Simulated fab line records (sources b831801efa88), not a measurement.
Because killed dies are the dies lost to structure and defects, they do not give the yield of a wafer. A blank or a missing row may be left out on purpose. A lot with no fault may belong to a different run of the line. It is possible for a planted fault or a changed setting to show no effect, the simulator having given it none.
Chamber matching -- flow sky130 -- cmp-01 running SKY_VIA2_CMP_24: 4 sister chambers
The step polishes, stops on SiO2, t overpolish 20 s, target thk 0 nm. 4 wafers are shown with their chamber, then 8 later ones without.

== WAFERS, EACH WITH ITS CHAMBER ==
wafer,chamber,timeToEndpointS (s)
L641.3,3,107
L641.6,2,105
L643.5,1,96
L647.1,0,112

== WAFERS MISSING THEIR CHAMBER ==
wafer,timeToEndpointS (s)
L647.4,97
L647.6,111
L648.2,108
L648.3,106
L648.4,97
L653.3,105
L653.5,105
L653.6,105

== WHICH CHAMBER EACH WENT THROUGH ==
wafer,from the rows above,in truth
L647.4,1,1
L647.6,0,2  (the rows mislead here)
L648.2,3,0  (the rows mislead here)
L648.3,can't be placed: 2 or 3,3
L648.4,1,1
L653.3,2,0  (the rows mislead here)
L653.5,2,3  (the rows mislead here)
L653.6,2,2
3 of 8 placed correctly. From these rows, 1 cannot be placed; in 1 the true chamber is one of the candidates. Wrongly placed: 4.
How it was worked out, from the rows above alone: a wafer's distance from a chamber is the root of the sum, over the readings, of the square of ((its reading less the chamber's mean) divided by the reading's scatter). The wafer belongs to the nearest chamber; if the next one is less than 2 further off, it can't be placed. The mean given for a chamber averages the wafers shown for that chamber. The scatter (one wafer shown for each chamber): square how far every hidden wafer sits from the nearest shown wafer, average those squares and take the square root.
